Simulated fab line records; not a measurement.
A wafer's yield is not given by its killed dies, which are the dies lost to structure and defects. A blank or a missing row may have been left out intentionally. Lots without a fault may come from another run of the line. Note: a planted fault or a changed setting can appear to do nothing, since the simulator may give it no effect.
Which tool is to blame? :: flow sky130 :: 12 lots with 36 wafers sampled at 5 steps, on a route of 708 steps

## WHAT THE GAUGES READ, wafer by wafer
SKY_LDD_P_OVL_MEAS_08. Usual: LDD_P_OVL gives 0.1 nm (standard deviation 1.3).
lot: L342
measured: day 19 02:04
on: overlay-01
LDD_P_OVL (nm): 0.2 0.2 0.5
flag: 

lot: L344
measured: day 19 16:25
on: overlay-02
LDD_P_OVL (nm): 0.9 0.8 -0.1
flag: 

lot: L345
measured: day 20 15:35
on: overlay-01
LDD_P_OVL (nm): 0.1 -0.9 1.8
flag: 

lot: L346
measured: day 21 06:14
on: overlay-01
LDD_P_OVL (nm): 1.5 -0.6 1.1
flag: 

lot: L349
measured: day 22 05:52
on: overlay-02
LDD_P_OVL (nm): 0.2 1.9 0.8
flag: 

lot: L350
measured: day 22 17:16
on: overlay-02
LDD_P_OVL (nm): 0.6 0.0 2.0
flag: 

lot: L351
measured: day 23 05:11
on: overlay-01
LDD_P_OVL (nm): 0.1 0.4 2.4
flag: 

lot: L352
measured: day 23 06:11
on: overlay-02
LDD_P_OVL (nm): -0.3 -1.3 -0.2
flag: 

lot: L356
measured: day 24 14:47
on: overlay-02
LDD_P_OVL (nm): -0.4 0.6 4.5
flag: 

lot: L357
measured: day 24 16:40
on: overlay-01
LDD_P_OVL (nm): 1.1 0.2 1.4
flag: 

lot: L364
measured: day 27 04:23
on: overlay-01
LDD_P_OVL (nm): 2.0 -0.6 1.6
flag: 

lot: L365
measured: day 27 15:35
on: overlay-01
LDD_P_OVL (nm): -0.1 -1.5 2.2
flag: 

SKY_LDD_P_TW_MEAS_11. Usual: LDD_P_TW gives 637 (standard deviation 7).
lot: L342
measured: day 19 02:22
on: film metro-01
LDD_P_TW: 636 640 637
flag: 

lot: L344
measured: day 19 16:41
on: film metro-02
LDD_P_TW: 622 624 623
flag: 

lot: L345
measured: day 20 15:53
on: film metro-04
LDD_P_TW: 636 637 634
flag: 

lot: L346
measured: day 21 06:31
on: film metro-02
LDD_P_TW: 625 627 625
flag: 

lot: L349
measured: day 22 06:09
on: film metro-04
LDD_P_TW: 642 641 641
flag: 

lot: L350
measured: day 22 17:32
on: film metro-01
LDD_P_TW: 636 638 637
flag: 

lot: L351
measured: day 23 05:28
on: film metro-01
LDD_P_TW: 638 639 638
flag: 

lot: L352
measured: day 23 06:28
on: film metro-04
LDD_P_TW: 641 638 641
flag: 

lot: L356
measured: day 24 15:04
on: film metro-01
LDD_P_TW: 522 523 524
flag: OFF

lot: L357
measured: day 24 16:58
on: film metro-01
LDD_P_TW: 525 527 525
flag: OFF

lot: L364
measured: day 27 04:41
on: film metro-04
LDD_P_TW: 642 646 644
flag: 

lot: L365
measured: day 27 15:53
on: film metro-01
LDD_P_TW: 638 636 635
flag: 

## TOOL THAT RAN EACH LOT (tool first, then ch and the chambers of the sampled wafers, then the start)
lot: L342
SKY_RES_PROTECT_STRIP_07: plasma asher-02 ch 0,1, day 15 06:34
SKY_LDD_N_STRIP_16: plasma asher-02 ch 0,1, day 17 20:55
SKY_LDD_P_IMPLANT_09: implanter-04 ch 0, day 19 02:08

lot: L344
SKY_RES_PROTECT_STRIP_07: plasma asher-02 ch 0,1, day 15 17:59
SKY_LDD_N_STRIP_16: plasma asher-01 ch 0,1, day 18 10:20
SKY_LDD_P_IMPLANT_09: implanter-01 ch 0, day 19 16:26

lot: L345
SKY_RES_PROTECT_STRIP_07: plasma asher-02 ch 0, day 16 16:38
SKY_LDD_N_STRIP_16: plasma asher-04 ch 0,1, day 19 07:49
SKY_LDD_P_IMPLANT_09: implanter-01 ch 0, day 20 15:38

lot: L346
SKY_RES_PROTECT_STRIP_07: plasma asher-02 ch 0,1, day 17 06:50
SKY_LDD_N_STRIP_16: plasma asher-01 ch 0,1, day 19 23:29
SKY_LDD_P_IMPLANT_09: implanter-01 ch 0, day 21 06:16

lot: L349
SKY_RES_PROTECT_STRIP_07: plasma asher-03 ch 1, day 18 02:03
SKY_LDD_N_STRIP_16: plasma asher-01 ch 1, day 20 22:47
SKY_LDD_P_IMPLANT_09: implanter-03 ch 0, day 22 05:55

lot: L350
SKY_RES_PROTECT_STRIP_07: plasma asher-03 ch 0,1, day 18 12:29
SKY_LDD_N_STRIP_16: plasma asher-02 ch 0,1, day 21 10:44
SKY_LDD_P_IMPLANT_09: implanter-01 ch 0, day 22 17:17

lot: L351
SKY_RES_PROTECT_STRIP_07: plasma asher-02 ch 0, day 18 23:18
SKY_LDD_N_STRIP_16: plasma asher-01 ch 0,1, day 21 22:13
SKY_LDD_P_IMPLANT_09: implanter-01 ch 0, day 23 05:13

lot: L352
SKY_RES_PROTECT_STRIP_07: plasma asher-03 ch 0,1, day 18 23:36
SKY_LDD_N_STRIP_16: plasma asher-02 ch 0,1, day 21 22:38
SKY_LDD_P_IMPLANT_09: implanter-01 ch 0, day 23 06:14

lot: L356
SKY_RES_PROTECT_STRIP_07: plasma asher-03 ch 0,1, day 20 14:56
SKY_LDD_N_STRIP_16: plasma asher-02 ch 0,1, day 23 07:53
SKY_LDD_P_IMPLANT_09: implanter-01 ch 0, day 24 14:49

lot: L357
SKY_RES_PROTECT_STRIP_07: plasma asher-02 ch 0,1, day 20 16:47
SKY_LDD_N_STRIP_16: plasma asher-02 ch 0, day 23 10:34
SKY_LDD_P_IMPLANT_09: implanter-01 ch 0, day 24 16:44

lot: L364
SKY_RES_PROTECT_STRIP_07: plasma asher-02 ch 0,1, day 23 06:04
SKY_LDD_N_STRIP_16: plasma asher-01 ch 0,1, day 25 23:13
SKY_LDD_P_IMPLANT_09: implanter-01 ch 0, day 27 04:28

lot: L365
SKY_RES_PROTECT_STRIP_07: plasma asher-04 ch 0,1, day 23 16:55
SKY_LDD_N_STRIP_16: plasma asher-02 ch 0,1, day 26 10:29
SKY_LDD_P_IMPLANT_09: implanter-01 ch 0, day 27 15:41
- SKY_RES_PROTECT_STRIP_07: strips in O2/N2.
- SKY_LDD_N_STRIP_16: strips in O2/N2.
- SKY_LDD_P_IMPLANT_09

## AS READ BY THE TOOLS THEMSELVES (means over the sampled wafers that have a number; for cases with no such wafer, the mark the record gives instead)
SKY_RES_PROTECT_STRIP_07. Usual: drypump motor current A 5.6 A, standard deviation 0.48; oes product au 0.518 a.u., standard deviation 0.0042; strip time to endpoint s 23.29 s, standard deviation 0.04.
lot: L342
tool: plasma asher-02
drypump motor current A (A): 6.1
oes product au (a.u.): 0.520
strip time to endpoint s (s): 23.28
flag: 

lot: L344
tool: plasma asher-02
drypump motor current A (A): 6.0
oes product au (a.u.): 0.519
strip time to endpoint s (s): 23.28
flag: 

lot: L345
tool: plasma asher-02
drypump motor current A (A): 6.0
oes product au (a.u.): 0.517
strip time to endpoint s (s): 23.34
flag: 

lot: L346
tool: plasma asher-02
drypump motor current A (A): 6.1
oes product au (a.u.): 0.517
strip time to endpoint s (s): 23.31
flag: 

lot: L349
tool: plasma asher-03
drypump motor current A (A): 5.5
oes product au (a.u.): 0.517
strip time to endpoint s (s): 23.30
flag: 

lot: L350
tool: plasma asher-03
drypump motor current A (A): 5.3
oes product au (a.u.): 0.518
strip time to endpoint s (s): 23.27
flag: 

lot: L351
tool: plasma asher-02
drypump motor current A (A): 6.0
oes product au (a.u.): 0.520
strip time to endpoint s (s): 23.28
flag: 

lot: L352
tool: plasma asher-03
drypump motor current A (A): 5.0
oes product au (a.u.): 0.519
strip time to endpoint s (s): 23.25
flag: 

lot: L356
tool: plasma asher-03
drypump motor current A (A): 5.0
oes product au (a.u.): 0.521
strip time to endpoint s (s): 23.36
flag: 

lot: L357
tool: plasma asher-02
drypump motor current A (A): 6.0
oes product au (a.u.): 0.523
strip time to endpoint s (s): 23.33
flag: 

lot: L364
tool: plasma asher-02
drypump motor current A (A): 6.1
oes product au (a.u.): 0.519
strip time to endpoint s (s): 23.30
flag: 

lot: L365
tool: plasma asher-04
drypump motor current A (A): 5.5
oes product au (a.u.): 0.516
strip time to endpoint s (s): 23.23
flag: 

SKY_LDD_N_STRIP_16. Usual: drypump motor current A 5.7 A, standard deviation 0.36; oes product au 0.406 a.u., standard deviation 0.0043; strip time to endpoint s 4.318 s, standard deviation 0.015.
lot: L342
tool: plasma asher-02
drypump motor current A (A): 6.0
oes product au (a.u.): 0.408
strip time to endpoint s (s): 4.324
flag: 

lot: L344
tool: plasma asher-01
drypump motor current A (A): 5.3
oes product au (a.u.): 0.401
strip time to endpoint s (s): 4.321
flag: 

lot: L345
tool: plasma asher-04
drypump motor current A (A): 5.5
oes product au (a.u.): 0.409
strip time to endpoint s (s): 4.310
flag: 

lot: L346
tool: plasma asher-01
drypump motor current A (A): 5.4
oes product au (a.u.): 0.407
strip time to endpoint s (s): 4.303
flag: 

lot: L349
tool: plasma asher-01
drypump motor current A (A): 5.2
oes product au (a.u.): 0.404
strip time to endpoint s (s): 4.310
flag: 

lot: L350
tool: plasma asher-02
drypump motor current A (A): 6.0
oes product au (a.u.): 0.407
strip time to endpoint s (s): 4.326
flag: 

lot: L351
tool: plasma asher-01
drypump motor current A (A): 5.3
oes product au (a.u.): 0.407
strip time to endpoint s (s): 4.316
flag: 

lot: L352
tool: plasma asher-02
drypump motor current A (A): 6.0
oes product au (a.u.): 0.409
strip time to endpoint s (s): 4.317
flag: 

lot: L356
tool: plasma asher-02
drypump motor current A (A): 6.1
oes product au (a.u.): 0.408
strip time to endpoint s (s): 4.321
flag: 

lot: L357
tool: plasma asher-02
drypump motor current A (A): 6.0
oes product au (a.u.): 0.409
strip time to endpoint s (s): 4.312
flag: 

lot: L364
tool: plasma asher-01
drypump motor current A (A): 5.3
oes product au (a.u.): 0.407
strip time to endpoint s (s): 4.342
flag: 

lot: L365
tool: plasma asher-02
drypump motor current A (A): 6.1
oes product au (a.u.): 0.408
strip time to endpoint s (s): 4.319
flag: 

SKY_LDD_P_IMPLANT_09. Usual: dose ions cm2 9.999e+12, standard deviation 1.1e+10; end station pressure torr 5.03e-06 Torr, standard deviation 2.8e-07; faraday current uA 56.3, standard deviation 1.1.
lot: L342
tool: implanter-04
dose ions cm2: 9.986e+12
end station pressure torr (Torr): 5.09e-06
faraday current uA: 56.4
flag: 

lot: L344
tool: implanter-01
dose ions cm2: 1.001e+13
end station pressure torr (Torr): 5.27e-06
faraday current uA: 55.8
flag: 

lot: L345
tool: implanter-01
dose ions cm2: 1.000e+13
end station pressure torr (Torr): 5.06e-06
faraday current uA: 57.3
flag: 

lot: L346
tool: implanter-01
dose ions cm2: 9.990e+12
end station pressure torr (Torr): 5.00e-06
faraday current uA: 56.5
flag: 

lot: L349
tool: implanter-03
dose ions cm2: 9.986e+12
end station pressure torr (Torr): 5.35e-06
faraday current uA: 56.9
flag: 

lot: L350
tool: implanter-01
dose ions cm2: 1.000e+13
end station pressure torr (Torr): 5.06e-06
faraday current uA: 57.1
flag: 

lot: L351
tool: implanter-01
dose ions cm2: 1.001e+13
end station pressure torr (Torr): 5.09e-06
faraday current uA: 56.7
flag: 

lot: L352
tool: implanter-01
dose ions cm2: 9.997e+12
end station pressure torr (Torr): 5.15e-06
faraday current uA: 57.0
flag: 

lot: L356
tool: implanter-01
dose ions cm2: 5.446e+12
end station pressure torr (Torr): 4.98e-06
faraday current uA: 31.3
flag: OFF

lot: L357
tool: implanter-01
dose ions cm2: 5.453e+12
end station pressure torr (Torr): 4.96e-06
faraday current uA: 30.4
flag: OFF

lot: L364
tool: implanter-01
dose ions cm2: 9.986e+12
end station pressure torr (Torr): 4.95e-06
faraday current uA: 57.0
flag: 

lot: L365
tool: implanter-01
dose ions cm2: 9.998e+12
end station pressure torr (Torr): 4.94e-06
faraday current uA: 56.2
flag: 

## THE ANSWER, worked out from the rows above alone
Rule: take the mean of a lot's wafers that have a number; if it is more than 3 standard deviations from the usual mean, the lot is off. A lot without any number at a reading at which 4 lots or more have one is off too. The other lots that the step has rows for count as sound. First the gauges in route order, then the tools' own readings, where a lot's mean is used as printed above. At the first step where some lot is off, the reading lying furthest off is the one used; lots without a number count as furthest.
Off: L356, L357, at SKY_LDD_P_TW_MEAS_11 (LDD_P_TW).
If a tool, at a process step before that reading, ran all the lots that are off and no sound lot after the first of them, it fits. Not tried: the gauges at SKY_LDD_P_TW_MEAS_11; whatever is off there is also off at SKY_LDD_P_IMPLANT_09, on other tools, and gauge error can't account for it. Of those tried, none fits.

## WHAT WAS PUT IN BY THE SIMULATOR
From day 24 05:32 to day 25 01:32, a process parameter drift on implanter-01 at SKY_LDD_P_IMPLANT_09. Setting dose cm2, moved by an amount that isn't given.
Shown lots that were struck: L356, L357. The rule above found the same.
